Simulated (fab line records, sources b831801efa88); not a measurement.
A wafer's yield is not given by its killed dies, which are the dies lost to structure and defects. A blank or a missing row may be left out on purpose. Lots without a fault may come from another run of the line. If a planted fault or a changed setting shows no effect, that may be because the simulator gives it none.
fab line records + flow sky130
record:
- lots: 6
- wafers: 18
- last_day: 49
route steps=708 shown METAL1@441 PAD_OPEN@708
lots that met no fault: taken from a fault-free run of the same line
start_h: hours from the record's opening day to when the first of the lot's shown wafers began + wait_h: how many hours have passed since the lot's step before this one + " identical to the entry in the row above + L1.1+2: a row that stands for several wafers + - no value, or no start given + * or withheld: withheld + < > ~ a bound
route shown NAME@n: a module of which the file shows steps, and the number in the route of the first + usual: mean and standard deviation over wafers with no fault + same: alike in all rows + chamber/n: place in a boat + sites: readings site by site + _std_site: their standard deviation + _edge_site: the outer-site mean with the inner-site mean subtracted + radius_mm: for every site, how far away it sits from the centre of the wafer + mask NAME#n: copy n + behind: tool/chamber where the wafer was last shaped + hold: why the lot went on hold/how many hours it stayed there/how the hold came to an end + device: whichever transistor did not switch (one of n, p or np) + end of line: the route-end tests of the same wafers + step lacking rows: just its recipe + killed: the dies lost at the first sort to structure and to defects; this is not the yield of the wafer + map: dies across one wafer; x = killed, . = not, _ = none there
set.NAME: the setting the step ran with; set.NAME@STEP: the setting that earlier step ran with + model.NAME: the simulator's own value behind a step, which no gauge read
lots at selected steps of the route; one table per step, one row per wafer
services: the hour from which a tool's chamber was out of use, counted from the record's first day as start_h (under 0 if before that day), plus the number of hours and why
== steps ==
step: SKY_METAL1_DEHYDRATE_07
recipe:
- temp_c: 200
- time_s: 60
step: SKY_METAL1_HMDS_08
recipe:
- prime_time_s: 60
- prime_temp_c: 120
step: SKY_METAL1_COAT_09
recipe:
- resist: BARC
- temp_c: withheld
- time_s: withheld
- spin_rpm: 3000
- resist_thk_nm: 60
step: SKY_METAL1_COAT_10
recipe:
- resist: KrF-thick
- spin_rpm: 3000
- resist_thk_nm: 450
step: SKY_METAL1_SOFTBAKE_11
recipe:
- temp_c: 100
- time_s: 90
- resist: KrF-thick
step: SKY_METAL1_EXPOSE_12
recipe:
- mask_id: MM1
- na: 0.8
- source_shape: annular
- sigma_inner: 0.55
- sigma_outer: 0.85
- target_cd_nm: 140
- dose_mj: 28
step: SKY_METAL1_PEB_13
recipe:
- peb_temp_c: withheld
- peb_time_s: withheld
- resist: KrF-thick
step: SKY_METAL1_DEVELOP_14
recipe:
- develop_time_s: 60
- resist: KrF-thick
- dev_temp_c: 21
step: SKY_METAL1_CD_MEAS_15
recipe:
- target_cd_nm: 140
usual:
- cd_nm: 140.1/1.3
| lot.wafer | tool      | chamber | start_h | wait_h | cd_nm |
|-----------|-----------|---------|---------|--------|-------|
| L176.2    | cd_sem-01 | -       | 822.63  | -      | 141.8 |
| L176.4    | "         | -       | "       | "      | 142.1 |
| L176.6    | "         | -       | "       | "      | 141.8 |
| L181.3    | cd_sem-01 | -       | 839.53  | -      | 139.8 |
| L181.4    | "         | -       | "       | "      | 139.7 |
| L181.6    | "         | -       | "       | "      | 139.7 |
| L185.1    | cd_sem-01 | -       | 883.49  | -      | 140.6 |
| L185.3    | "         | -       | "       | "      | 140.3 |
| L185.6    | "         | -       | "       | "      | 139.8 |
| L187.1    | cd_sem-01 | -       | 889.34  | -      | 138.6 |
| L187.3    | "         | -       | "       | "      | 138.8 |
| L187.5    | "         | -       | "       | "      | 139.2 |
| L188.1    | cd_sem-02 | -       | 889.76  | -      | 138.8 |
| L188.2    | "         | -       | "       | "      | 136.9 |
| L188.4    | "         | -       | "       | "      | 138.8 |
| L189.2    | cd_sem-01 | -       | 894.26  | -      | 139.8 |
| L189.3    | "         | -       | "       | "      | 139.4 |
| L189.6    | "         | -       | "       | "      | 138.9 |
step: SKY_METAL1_OVL_MEAS_16
usual:
- METAL1_OVL: 0/6
| lot.wafer | tool       | chamber | start_h | wait_h | METAL1_OVL[nm] |
|-----------|------------|---------|---------|--------|----------------|
| L176.2    | overlay-02 | -       | 822.74  | 0.1    | 8              |
| L176.4    | "          | -       | "       | "      | 11             |
| L176.6    | "          | -       | "       | "      | 10             |
| L181.3    | overlay-02 | -       | 839.62  | 0.1    | 0              |
| L181.4    | "          | -       | "       | "      | -5             |
| L181.6    | "          | -       | "       | "      | -1             |
| L185.1    | overlay-02 | -       | 883.61  | 0.1    | -5             |
| L185.3    | "          | -       | "       | "      | -7             |
| L185.6    | "          | -       | "       | "      | 0              |
| L187.1    | overlay-02 | -       | 889.46  | 0.1    | -13            |
| L187.3    | "          | -       | "       | "      | -3             |
| L187.5    | "          | -       | "       | "      | -7             |
| L188.1    | overlay-01 | -       | 889.88  | 0.1    | 2              |
| L188.2    | "          | -       | "       | "      | -3             |
| L188.4    | "          | -       | "       | "      | 2              |
| L189.2    | overlay-01 | -       | 894.36  | 0.1    | 3              |
| L189.3    | "          | -       | "       | "      | -7             |
| L189.6    | "          | -       | "       | "      | -4             |
step: SKY_METAL1_DESCUM_17
recipe:
- chemistry: O2
- source_power_w: 150
- bias_power_w: 0
- pressure_mtorr: 10
- temp_c: 40
- time_s: 8
usual:
- drypump_motor_current_A: 5.7/0.53
- oes_product_au: 0.997/0.009
- temp_c: 40.00/0.11
| lot.wafer | tool         | chamber | start_h | wait_h | drypump_motor_current_A | oes_product_au | rf_hours_counter_h | temp_c |
|-----------|--------------|---------|---------|--------|-------------------------|----------------|--------------------|--------|
| L176.2    | rie_metal-02 | 1       | 822.78  | 0.0    | 5.5                     | 1.005          | -                  | 40.15  |
| L176.4    | "            | 1       | "       | "      | 5.5                     | 1.007          | -                  | 40.05  |
| L176.6    | "            | 1       | "       | "      | 5.5                     | 1.001          | -                  | 40.08  |
| L181.3    | rie_metal-02 | 1       | 839.66  | 0.0    | 5.5                     | 0.999          | -                  | 40.15  |
| L181.4    | "            | 1       | "       | "      | 5.5                     | 1.001          | -                  | 40.08  |
| L181.6    | "            | 1       | "       | "      | 5.5                     | 0.999          | -                  | 40.09  |
| L185.1    | rie_metal-04 | 0       | 883.65  | 0.0    | 6.0                     | 1.000          | 14                 | 39.83  |
| L185.3    | "            | 0       | "       | "      | 6.0                     | 0.987          | -                  | 39.78  |
| L185.6    | "            | 0       | "       | "      | 6.0                     | 0.995          | -                  | 39.86  |
| L187.1    | rie_metal-03 | 1       | 889.49  | 0.0    | 4.7                     | 0.993          | 8                  | 39.88  |
| L187.3    | "            | 0       | "       | "      | 5.6                     | 0.996          | -                  | 39.87  |
| L187.5    | "            | 0       | "       | "      | 5.6                     | 0.989          | -                  | 39.83  |
| L188.1    | rie_metal-02 | 1       | 889.92  | 0.0    | 5.5                     | 0.995          | 16                 | 39.89  |
| L188.2    | "            | 1       | "       | "      | 5.5                     | 1.011          | -                  | 39.98  |
| L188.4    | "            | 1       | "       | "      | 5.5                     | 1.002          | -                  | 39.83  |
| L189.2    | rie_metal-02 | 1       | 894.39  | 0.0    | 5.5                     | 1.006          | 17                 | 39.91  |
| L189.3    | "            | 0       | "       | "      | 6.6                     | 0.988          | -                  | 39.90  |
| L189.6    | "            | 1       | "       | "      | 5.5                     | 0.994          | -                  | 40.05  |
step: SKY_METAL1_ETCH_18
recipe:
- chemistry: N2/H2
- target: BARC
- ion_energy_ev: 200
- bias_w: 100
- pressure_mtorr: 30
- n2_flow_sccm: 100
- h2_flow_sccm: 200
- icp_w: 500
- stop_on: SiO2
- time_s: 45.9
- target_depth_a: 600
usual:
- drypump_motor_current_A: 5.7/0.53
- oes_product_au: 0.853/0.0053
- throttle_valve_pct: 13.225/0.0082
| lot.wafer | tool         | chamber | start_h | wait_h | drypump_motor_current_A | oes_product_au | rf_hours_counter_h | throttle_valve_pct |
|-----------|--------------|---------|---------|--------|-------------------------|----------------|--------------------|--------------------|
| L176.2    | rie_metal-02 | 1       | 822.85  | 0.1    | 5.5                     | 0.855          | -                  | 13.230             |
| L176.4    | "            | 1       | "       | "      | 5.5                     | 0.859          | -                  | 13.221             |
| L176.6    | "            | 1       | "       | "      | 5.5                     | 0.851          | -                  | 13.236             |
| L181.3    | rie_metal-02 | 1       | 839.75  | 0.1    | 5.5                     | 0.856          | -                  | 13.227             |
| L181.4    | "            | 1       | "       | "      | 5.5                     | 0.856          | -                  | 13.223             |
| L181.6    | "            | 1       | "       | "      | 5.5                     | 0.848          | -                  | 13.238             |
| L185.1    | rie_metal-04 | 0       | 883.68  | 0.0    | 6.0                     | 0.853          | 14                 | 13.219             |
| L185.3    | "            | 0       | "       | "      | 6.0                     | 0.855          | -                  | 13.233             |
| L185.6    | "            | 0       | "       | "      | 6.0                     | 0.853          | -                  | 13.234             |
| L187.1    | rie_metal-03 | 1       | 889.52  | 0.0    | 4.7                     | 0.841          | 8                  | 13.232             |
| L187.3    | "            | 0       | "       | "      | 5.6                     | 0.857          | -                  | 13.220             |
| L187.5    | "            | 0       | "       | "      | 5.6                     | 0.858          | -                  | 13.224             |
| L188.1    | rie_metal-02 | 1       | 889.98  | 0.1    | 5.5                     | 0.847          | 16                 | 13.217             |
| L188.2    | "            | 1       | "       | "      | 5.4                     | 0.859          | -                  | 13.227             |
| L188.4    | "            | 1       | "       | "      | 5.5                     | 0.852          | -                  | 13.238             |
| L189.2    | rie_metal-02 | 1       | 894.42  | 0.0    | 5.5                     | 0.855          | 17                 | 13.232             |
| L189.3    | "            | 0       | "       | "      | 6.6                     | 0.868          | -                  | 13.221             |
| L189.6    | "            | 1       | "       | "      | 5.5                     | 0.859          | -                  | 13.233             |
step: SKY_METAL1_METAL_ETCH_19
recipe:
- target_depth_a: 3600
- stop_on: SiO2
- over_etch_frac: 0.3
- time_s: 78
- chemistry: Cl2/BCl3
- resist_sidewall_deg: 88
- pressure_mtorr: 10
- icp_w: 900
- bias_w: 48.5
- Cl2_flow_sccm: 60
- bcl3_flow_sccm: 30
usual:
- drypump_motor_current_A: 5.7/0.53
- oes_product_au: 0.855/0.0058
- throttle_valve_pct: 22.264/0.0092
| lot.wafer | tool         | chamber | start_h | wait_h | drypump_motor_current_A | oes_product_au | rf_hours_counter_h | throttle_valve_pct | model.METAL1.feature_depth_nm | model.etch.depth_nm | model.KrF-thick_of_METAL1_COAT_10.thk_nm |
|-----------|--------------|---------|---------|--------|-------------------------|----------------|--------------------|--------------------|-------------------------------|---------------------|------------------------------------------|
| L176.2    | rie_metal-02 | 1       | 822.99  | 0.1    | 5.5                     | 0.686          | -                  | 22.261             | 235.4                         | 235.4               | 275.7                                    |
| L176.4    | "            | 1       | "       | "      | 5.5                     | 0.680          | -                  | 22.256             | 235.5                         | 235.5               | 276.3                                    |
| L176.6    | "            | 1       | "       | "      | 5.5                     | 0.693          | -                  | 22.285             | 233.8                         | 233.8               | 276.2                                    |
| L181.3    | rie_metal-02 | 1       | 839.89  | 0.1    | 5.4                     | 0.685          | -                  | 22.276             | 231.2                         | 231.2               | 277                                      |
| L181.4    | "            | 1       | "       | "      | 5.4                     | 0.687          | -                  | 22.264             | 229.1                         | 229.1               | 278.6                                    |
| L181.6    | "            | 1       | "       | "      | 5.5                     | 0.686          | -                  | 22.255             | 232.3                         | 232.3               | 275.9                                    |
| L185.1    | rie_metal-04 | 0       | 883.74  | 0.0    | 6.0                     | 0.851          | 14                 | 22.251             | 360.6                         | 360.6               | 160.5                                    |
| L185.3    | "            | 0       | "       | "      | 6.0                     | 0.859          | -                  | 22.270             | 364.1                         | 364.1               | 158.1                                    |
| L185.6    | "            | 0       | "       | "      | 6.0                     | 0.865          | -                  | 22.280             | 363.3                         | 363.3               | 163                                      |
| L187.1    | rie_metal-03 | 1       | 889.59  | 0.0    | 4.7                     | 0.858          | 8                  | 22.268             | 361.4                         | 361.4               | 160.1                                    |
| L187.3    | "            | 0       | "       | "      | 5.6                     | 0.857          | -                  | 22.269             | 361.6                         | 361.6               | 156.9                                    |
| L187.5    | "            | 0       | "       | "      | 5.6                     | 0.862          | -                  | 22.259             | 360.6                         | 360.6               | 159.3                                    |
| L188.1    | rie_metal-02 | 1       | 890.11  | 0.1    | 5.5                     | 0.863          | 16                 | 22.255             | 363.2                         | 363.2               | 160.6                                    |
| L188.2    | "            | 1       | "       | "      | 5.5                     | 0.852          | -                  | 22.290             | 360                           | 360                 | 160.1                                    |
| L188.4    | "            | 1       | "       | "      | 5.5                     | 0.862          | -                  | 22.252             | 363.2                         | 363.2               | 158.6                                    |
| L189.2    | rie_metal-02 | 1       | 894.49  | 0.0    | 5.5                     | 0.851          | 17                 | 22.261             | 358                           | 358                 | 161.1                                    |
| L189.3    | "            | 0       | "       | "      | 6.6                     | 0.855          | -                  | 22.271             | 359.9                         | 359.9               | 159.6                                    |
| L189.6    | "            | 1       | "       | "      | 5.5                     | 0.842          | -                  | 22.255             | 356.8                         | 356.8               | 160.1                                    |
step: SKY_METAL1_STRIP_20
recipe:
- chemistry: O2/N2
- power_w: 1400
- pressure_mtorr: 1500
- platen_temp_c: withheld
- o2_flow_sccm: 3000
- n2_flow_sccm: 300
- overash_fraction: 0.5
usual:
- drypump_motor_current_A: 6.0/0.36
- oes_product_au: 0.344/0.0042
- strip_time_to_endpoint_s: 2.71/0.035
| lot.wafer | tool            | chamber | start_h | wait_h | drypump_motor_current_A | oes_product_au | rf_hours_counter_h | strip_time_to_endpoint_s |
|-----------|-----------------|---------|---------|--------|-------------------------|----------------|--------------------|--------------------------|
| L176.2    | plasma_asher-03 | 1       | 823.14  | 0.1    | 6.0                     | 0.395          | 8                  | 3.96                     |
| L176.4    | "               | 1       | "       | "      | 6.0                     | 0.392          | -                  | 3.97                     |
| L176.6    | "               | 1       | "       | "      | 6.0                     | 0.394          | -                  | 3.98                     |
| L181.3    | plasma_asher-01 | 1       | 840.05  | 0.1    | 6.5                     | 0.402          | -                  | 3.96                     |
| L181.4    | "               | 0       | "       | "      | 5.7                     | 0.399          | -                  | 3.98                     |
| L181.6    | "               | 0       | "       | "      | 5.7                     | 0.397          | -                  | 3.94                     |
| L185.1    | plasma_asher-03 | 0       | 883.83  | 0.1    | 6.0                     | 0.339          | 15                 | 2.72                     |
| L185.3    | "               | 1       | "       | "      | 6.0                     | 0.350          | -                  | 2.68                     |
| L185.6    | "               | 0       | "       | "      | 6.0                     | 0.344          | -                  | 2.74                     |
| L187.1    | plasma_asher-03 | 1       | 889.68  | 0.1    | 6.0                     | 0.352          | 16                 | 2.70                     |
| L187.3    | "               | 0       | "       | "      | 6.0                     | 0.340          | -                  | 2.67                     |
| L187.5    | "               | 1       | "       | "      | 5.9                     | 0.343          | -                  | 2.69                     |
| L188.1    | plasma_asher-01 | 0       | 890.29  | 0.1    | 5.8                     | 0.348          | 78                 | 2.71                     |
| L188.2    | "               | 1       | "       | "      | 6.5                     | 0.341          | 78                 | 2.71                     |
| L188.4    | "               | 0       | "       | "      | 5.7                     | 0.342          | -                  | 2.70                     |
| L189.2    | plasma_asher-01 | 0       | 894.58  | 0.1    | 5.7                     | 0.343          | 78                 | 2.71                     |
| L189.3    | "               | 1       | "       | "      | 6.5                     | 0.345          | -                  | 2.72                     |
| L189.6    | "               | 1       | "       | "      | 6.5                     | 0.351          | -                  | 2.72                     |
step: SKY_METAL1_STRIP_21
recipe:
- chemistry: post_etch_residue_remover
- time_s: 1200
- temp_c: 72.5
step: SKY_PAD_OPEN_PROBE_99
usual:
- defect_limited_yield: 82.5/1.9
- killed_at_M0_to_M3: 44/6.4
- killed_at_M4_up: 3.4/2.1
- killed_at_contacts: 23/5
- killed_at_front_end: 15/4.5
- killed_at_other: 0.3/0.54
- killed_dies: 86/9.5
- killed_on_rim: 17/3.9
- killed_open: 48/6.9
- killed_short: 38/5.9
- sort_bin_3_pad_short: 0.8/0.44
- sort_bin_5_function: 10.5/1.6
- sort_bin_6_memory: 6.1/1.1
- sort_n_pass: 406/9.5
- sort_yield_pct: 82.5/1.9
same:
- gross_dies: 492
- killed_at_back_side: 0
- sort_bin_4_leakage[%]: 0
- sort_bin_8_speed[%]: 0
| lot.wafer | tool      | chamber | start_h | wait_h | hold                    | defect_limited_yield[%] | killed_at_M0_to_M3 | killed_at_M4_up | killed_at_contacts | killed_at_front_end | killed_at_other | killed_dies | killed_on_rim | killed_open | killed_short | sort_bin_3_pad_short[%] | sort_bin_5_function[%] | sort_bin_6_memory[%] | sort_n_pass | sort_yield_pct[%] |
|-----------|-----------|---------|---------|--------|-------------------------|-------------------------|--------------------|-----------------|--------------------|---------------------|-----------------|-------------|---------------|-------------|--------------|-------------------------|------------------------|----------------------|-------------|-------------------|
| L176.2    | prober-02 | -       | 1121.53 | 0.1    | await_dispo/4.8h/scrap  | 0                       | 453                | 1               | 21                 | 17                  | 0               | 492         | 96            | 52          | 36           | 1.2                     | 92.5                   | 6.3                  | 0           | 0                 |
| L176.4    | prober-02 | -       | 1121.63 | 0.2    | await_dispo/4.8h/scrap  | 0                       | 439                | 5               | 27                 | 21                  | 0               | 492         | 96            | 55          | 41           | 1.0                     | 92.1                   | 6.9                  | 0           | 0                 |
| L176.6    | prober-02 | -       | 1121.73 | 0.2    | await_dispo/4.8h/scrap  | 0                       | 452                | 5               | 19                 | 16                  | 0               | 492         | 96            | 57          | 43           | 1.4                     | 90.2                   | 8.3                  | 0           | 0                 |
| L181.3    | prober-01 | -       | 1133.52 | 0.2    | await_dispo/16.2h/scrap | 0                       | 460                | 2               | 19                 | 11                  | 0               | 492         | 96            | 41          | 32           | 1.0                     | 93.9                   | 5.1                  | 0           | 0                 |
| L181.4    | prober-01 | -       | 1133.57 | 0.2    | await_dispo/16.2h/scrap | 0                       | 445                | 5               | 24                 | 16                  | 2               | 492         | 96            | 49          | 37           | 1.4                     | 92.9                   | 5.7                  | 0           | 0                 |
| L181.6    | prober-01 | -       | 1133.67 | 0.2    | await_dispo/16.2h/scrap | 0                       | 441                | 4               | 25                 | 22                  | 0               | 492         | 96            | 58          | 35           | 0.6                     | 93.3                   | 6.1                  | 0           | 0                 |
| L185.1    | prober-02 | -       | 1163.70 | 0.1    | -                       | 83.7                    | 42                 | 4               | 11                 | 23                  | 0               | 80          | 11            | 36          | 42           | 0.4                     | 12.0                   | 3.9                  | 412         | 83.7              |
| L185.3    | prober-02 | -       | 1163.80 | 0.2    | -                       | 85.6                    | 36                 | 3               | 17                 | 15                  | 0               | 71          | 14            | 40          | 31           | 0.4                     | 7.1                    | 6.9                  | 421         | 85.6              |
| L185.6    | prober-02 | -       | 1163.95 | 0.2    | -                       | 83.9                    | 42                 | 3               | 18                 | 16                  | 0               | 79          | 16            | 43          | 36           | 0.6                     | 10.2                   | 5.3                  | 413         | 83.9              |
| L187.1    | prober-01 | -       | 1166.01 | 0.1    | -                       | 80.9                    | 46                 | 3               | 28                 | 16                  | 1               | 94          | 22            | 51          | 41           | 1.0                     | 12.2                   | 5.9                  | 398         | 80.9              |
| L187.3    | prober-01 | -       | 1166.11 | 0.2    | -                       | 84.3                    | 36                 | 1               | 25                 | 15                  | 0               | 77          | 9             | 42          | 34           | 1.4                     | 9.1                    | 5.1                  | 415         | 84.3              |
| L187.5    | prober-01 | -       | 1166.21 | 0.2    | -                       | 80.1                    | 55                 | 2               | 26                 | 14                  | 1               | 98          | 28            | 62          | 35           | 0.8                     | 11.2                   | 7.9                  | 394         | 80.1              |
| L188.1    | prober-02 | -       | 1169.56 | 0.1    | -                       | 83.3                    | 46                 | 4               | 15                 | 17                  | 0               | 82          | 17            | 41          | 41           | 1.0                     | 11.2                   | 4.5                  | 410         | 83.3              |
| L188.2    | prober-02 | -       | 1169.61 | 0.1    | -                       | 82.9                    | 43                 | 2               | 26                 | 13                  | 0               | 84          | 13            | 43          | 40           | 0.6                     | 9.6                    | 6.9                  | 408         | 82.9              |
| L188.4    | prober-02 | -       | 1169.71 | 0.2    | -                       | 81.5                    | 48                 | 6               | 25                 | 12                  | 0               | 91          | 16            | 51          | 40           | 0.6                     | 11.4                   | 6.5                  | 401         | 81.5              |
| L189.2    | prober-01 | -       | 1169.75 | 0.1    | -                       | 80.3                    | 49                 | 3               | 34                 | 11                  | 0               | 97          | 21            | 48          | 49           | 1.2                     | 11.2                   | 7.3                  | 395         | 80.3              |
| L189.3    | prober-01 | -       | 1169.80 | 0.2    | -                       | 84.1                    | 40                 | 5               | 24                 | 9                   | 0               | 78          | 8             | 41          | 36           | 1.4                     | 9.8                    | 4.7                  | 414         | 84.1              |
| L189.6    | prober-01 | -       | 1169.95 | 0.2    | -                       | 82.1                    | 44                 | 5               | 22                 | 17                  | 0               | 88          | 18            | 49          | 38           | 1.0                     | 10.4                   | 6.5                  | 404         | 82.1              |
killed by level:class
L176.2 METAL1:area_etch=404 VIA1:geometric_particle:open=15 CONTACT:geometric_particle:open=10 VIA2:geometric_particle:open=8 METAL1:geometric_particle:short=6 METAL2:geometric_particle:short=6 FIELD_ISO:geometric_particle:short=4 POLY_GATE:geometric_particle:open=4
L176.4 METAL1:area_etch=395 CONTACT:geometric_particle:open=10 VIA1:geometric_particle:open=9 VIA3:geometric_particle:open=9 VIA2:geometric_particle:open=8 POLY_GATE:geometric_particle:short=6 LI_CONTACT:geometric_particle:open=6 FIELD_ISO:geometric_particle:short=5
L176.6 METAL1:area_etch=392 VIA1:geometric_particle:open=15 VIA1:geometric_particle:short=9 CONTACT:geometric_particle:open=9 METAL2:geometric_particle:short=8 VIA2:geometric_particle:open=8 FIELD_ISO:geometric_particle:open=7 POLY_GATE:geometric_particle:open=6
L181.3 METAL1:area_etch=419 VIA1:geometric_particle:open=16 CONTACT:geometric_particle:open=9 FIELD_ISO:geometric_particle:short=7 VIA1:geometric_particle:short=6 METAL1:geometric_particle:short=4 VIA2:geometric_particle:open=3 LI_CONTACT:geometric_particle:open=3
L181.4 METAL1:area_etch=404 VIA2:geometric_particle:open=10 LI_CONTACT:geometric_particle:open=9 VIA1:geometric_particle:open=9 FIELD_ISO:geometric_particle:short=5 LOCAL_INTERCONNECT:geometric_particle:short=5 FIELD_ISO:geometric_particle:open=4 CONTACT:geometric_particle:open=4
L181.6 METAL1:area_etch=398 LI_CONTACT:geometric_particle:open=12 VIA2:geometric_particle:open=10 VIA1:geometric_particle:open=8 FIELD_ISO:geometric_particle:open=7 CONTACT:geometric_particle:open=7 POLY_GATE:geometric_particle:open=6 METAL3:geometric_particle:short=6
L185.1 VIA1:geometric_particle:open=12 POLY_GATE:geometric_particle:short=9 METAL2:geometric_particle:short=9 POLY_GATE:geometric_particle:open=7 METAL1:geometric_particle:short=7 CONTACT:geometric_particle:open=4 VIA3:geometric_particle:open=4 FIELD_ISO:geometric_particle:short=3
L185.3 VIA1:geometric_particle:open=7 VIA3:geometric_particle:open=7 FIELD_ISO:geometric_particle:open=6 VIA2:geometric_particle:short=6 LI_CONTACT:geometric_particle:open=5 METAL2:geometric_particle:short=5 FIELD_ISO:geometric_particle:short=4 POLY_GATE:geometric_particle:open=4
L185.6 VIA1:geometric_particle:open=10 VIA2:geometric_particle:open=8 FIELD_ISO:geometric_particle:open=6 CONTACT:geometric_particle:open=6 VIA1:geometric_particle:short=5 VIA3:geometric_particle:short=5 FIELD_ISO:geometric_particle:short=4 POLY_GATE:geometric_particle:open=4
L187.1 VIA1:geometric_particle:open=13 LI_CONTACT:geometric_particle:open=9 CONTACT:geometric_particle:open=9 METAL2:geometric_particle:short=7 VIA3:geometric_particle:open=6 FIELD_ISO:geometric_particle:short=5 CONTACT:geometric_particle:short=5 VIA2:geometric_particle:open=5
L187.3 LI_CONTACT:geometric_particle:open=7 CONTACT:geometric_particle:open=7 FIELD_ISO:geometric_particle:open=6 VIA1:geometric_particle:open=6 METAL2:geometric_particle:short=6 CONTACT:geometric_particle:short=5 POLY_GATE:geometric_particle:short=4 VIA1:geometric_particle:short=4
L187.5 VIA1:geometric_particle:open=16 VIA2:geometric_particle:open=11 LI_CONTACT:geometric_particle:open=9 FIELD_ISO:geometric_particle:open=8 CONTACT:geometric_particle:open=7 VIA3:geometric_particle:open=7 LOCAL_INTERCONNECT:geometric_particle:short=5 VIA1:geometric_particle:short=5
L188.1 VIA1:geometric_particle:open=12 METAL1:geometric_particle:short=9 FIELD_ISO:geometric_particle:short=8 METAL2:geometric_particle:short=8 CONTACT:geometric_particle:open=7 VIA2:geometric_particle:open=5 FIELD_ISO:geometric_particle:open=3 VIA3:geometric_particle:short=3
L188.2 METAL1:geometric_particle:short=10 LI_CONTACT:geometric_particle:open=7 VIA1:geometric_particle:open=6 LOCAL_INTERCONNECT:geometric_particle:short=6 CONTACT:geometric_particle:short=6 CONTACT:geometric_particle:open=6 VIA1:geometric_particle:short=6 VIA2:geometric_particle:open=6
L188.4 CONTACT:geometric_particle:open=12 VIA3:geometric_particle:open=11 METAL1:geometric_particle:short=8 VIA1:geometric_particle:open=7 VIA2:geometric_particle:open=5 LI_CONTACT:geometric_particle:short=4 CONTACT:geometric_particle:short=4 VIA3:geometric_particle:short=4
L189.2 VIA3:geometric_particle:open=11 METAL1:geometric_particle:short=11 LI_CONTACT:geometric_particle:open=10 CONTACT:geometric_particle:short=10 CONTACT:geometric_particle:open=7 VIA2:geometric_particle:open=7 LOCAL_INTERCONNECT:geometric_particle:short=6 VIA1:geometric_particle:open=4
L189.3 CONTACT:geometric_particle:open=9 LI_CONTACT:geometric_particle:open=8 VIA3:geometric_particle:open=8 VIA1:geometric_particle:open=7 METAL1:geometric_particle:short=6 VIA2:geometric_particle:short=5 VIA3:geometric_particle:short=5 METAL4:geometric_particle:short=4
L189.6 VIA3:geometric_particle:open=13 LI_CONTACT:geometric_particle:open=9 VIA2:geometric_particle:open=6 LI_CONTACT:geometric_particle:short=5 VIA1:geometric_particle:open=5 CONTACT:geometric_particle:open=5 METAL1:geometric_particle:short=5 FIELD_ISO:geometric_particle:open=4
map L176.2 (x killed, . not)
__________xxxxxxxxxx_________
________xxxxxxxxxxxxxx_______
______xxxxxxxxxxxxxxxxxx_____
_____xxxxxxxxxxxxxxxxxxxx____
____xxxxxxxxxxxxxxxxxxxxxx___
___xxxxxxxxxxxxxxxxxxxxxxxx__
__xxxxxxxxxxxxxxxxxxxxxxxxxx_
_xxxxxxxxxxxxxxxxxxxxxxxxxxxx
_xxxxxxxxxxxxxxxxxxxxxxxxxxxx
_xxxxxxxxxxxxxxxxxxxxxxxxxxxx
_xxxxxxxxxxxxxxxxxxxxxxxxxxxx
_xxxxxxxxxxxxxxxxxxxxxxxxxxxx
_xxxxxxxxxxxxxxxxxxxxxxxxxxxx
_xxxxxxxxxxxxxxxxxxxxxxxxxxxx
_xxxxxxxxxxxxxxxxxxxxxxxxxxxx
__xxxxxxxxxxxxxxxxxxxxxxxxxx_
___xxxxxxxxxxxxxxxxxxxxxxxx__
____xxxxxxxxxxxxxxxxxxxxxx___
_____xxxxxxxxxxxxxxxxxxxx____
______xxxxxxxxxxxxxxxxxx_____
________xxxxxxxxxxxxxx_______
__________xxxxxxxxxx_________
map L181.3 (x killed, . not)
__________xxxxxxxxxx_________
________xxxxxxxxxxxxxx_______
______xxxxxxxxxxxxxxxxxx_____
_____xxxxxxxxxxxxxxxxxxxx____
____xxxxxxxxxxxxxxxxxxxxxx___
___xxxxxxxxxxxxxxxxxxxxxxxx__
__xxxxxxxxxxxxxxxxxxxxxxxxxx_
_xxxxxxxxxxxxxxxxxxxxxxxxxxxx
_xxxxxxxxxxxxxxxxxxxxxxxxxxxx
_xxxxxxxxxxxxxxxxxxxxxxxxxxxx
_xxxxxxxxxxxxxxxxxxxxxxxxxxxx
_xxxxxxxxxxxxxxxxxxxxxxxxxxxx
_xxxxxxxxxxxxxxxxxxxxxxxxxxxx
_xxxxxxxxxxxxxxxxxxxxxxxxxxxx
_xxxxxxxxxxxxxxxxxxxxxxxxxxxx
__xxxxxxxxxxxxxxxxxxxxxxxxxx_
___xxxxxxxxxxxxxxxxxxxxxxxx__
____xxxxxxxxxxxxxxxxxxxxxx___
_____xxxxxxxxxxxxxxxxxxxx____
______xxxxxxxxxxxxxxxxxx_____
________xxxxxxxxxxxxxx_______
__________xxxxxxxxxx_________
== services ==
| tool         | chamber | start_h | hours | kind           |
|--------------|---------|---------|-------|----------------|
| rie_metal-02 | 0       | 805.95  | 20.4  | repair         |
| rie_metal-02 | 0       | 826.37  | -     | clean          |
| rie_metal-02 | 0       | 826.37  | 15.4  | scheduled_down |
| rie_metal-02 | 0       | 826.37  | 15.4  | vent_cycle     |
| rie_metal-03 | -       | 828.80  | 0.4   | repair         |
| rie_metal-02 | 0       | 883.75  | 9.9   | repair         |
== key ==
first_sign:
- step: SKY_METAL1_METAL_ETCH_19
- reading: oes_product_au
- direction: down
- sigmas: 29
- usual: 0.855
- struck: 0.686
effect:
- step: SKY_METAL1_STRIP_20
- reading: strip_time_to_endpoint_s
- direction: up
- sigmas: 36
- usual: *
- struck: *
effect:
- step: SKY_PAD_OPEN_PROBE_99
- reading: killed_at_M0_to_M3
- direction: up
- sigmas: 64
- usual: 44
- struck: 448
model_effect:
- step: SKY_METAL1_METAL_ETCH_19
- value: METAL1.feature_depth_nm
- without: 358.5
- struck: 232.9
more_kills_born_at:
- SKY_METAL1_METAL_ETCH_19@rie_metal-02: 2412
met_at SKY_METAL1_METAL_ETCH_19
struck_wafers L176.2,L176.4,L176.6,L181.3,L181.4,L181.6
later_rows_left_out L176.2,L176.4,L176.6,L181.3,L181.4,L181.6
fault:
- kind: process_parameter_drift
- tool: rie_metal-02
- chamber: 1
- onset_h: 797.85
- steps: SKY_METAL1_METAL_ETCH_19
- channel: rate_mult
- offset: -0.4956
- shape: step
- end_h: 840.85
later_rows_left_out: the simulator's readings of these wafers behind a module that went badly wrong aren't trusted and aren't shown, but for the sort
